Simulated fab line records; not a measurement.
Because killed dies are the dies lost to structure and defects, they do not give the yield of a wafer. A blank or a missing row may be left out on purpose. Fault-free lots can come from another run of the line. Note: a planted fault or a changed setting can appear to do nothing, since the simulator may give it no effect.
Chamber matching	flow sky130	SKY_CAPM_CVD_00 on pecvd-02: 3 sister chambers
The step deposits SiO2, target thk 15.5 nm. 6 wafers are shown with their chamber, then 9 later ones without.

WAFERS PAIRED WITH THEIR CHAMBERS
wafer	chamber	heaterPowerW (W)
L087.5	2	728
L089.2	2	674
L089.4	1	796
L090.2	1	834
L090.3	0	610
L090.5	0	627

WAFERS WHOSE CHAMBER IS MISSING
wafer	heaterPowerW (W)
L093.3	754
L093.4	732
L093.6	690
L094.1	756
L094.2	724
L094.6	753
L094.3	722
L094.4	762
L094.5	719

EACH ONE'S CHAMBER
wafer	from the rows above	in truth
L093.3	can't be placed: 2 or 1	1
L093.4	can't be placed: 2 or 1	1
L093.6	2	2
L094.1	can't be placed: 2 or 1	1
L094.2	2	2
L094.6	can't be placed: 2 or 1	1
L094.3	2	2
L094.4	can't be placed: 1 or 2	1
L094.5	2	2
Correct placement for 4 of the 9. Not placeable from these rows: 5 (in 5, the candidates include the true chamber). Number placed wrongly: 0.
How it was worked out, from the rows above alone: a wafer's distance from a chamber is the root of the sum, over the readings, of the square of ((its reading less the chamber's mean) divided by the reading's scatter). The wafer belongs to the nearest chamber; if the next one is less than 2 further off, it can't be placed. A chamber's mean is the mean of its shown wafers. The scatter: take each reading less its chamber's mean, square it, sum over the shown wafers, divide by the number of wafers less the number of chambers, and take the root.
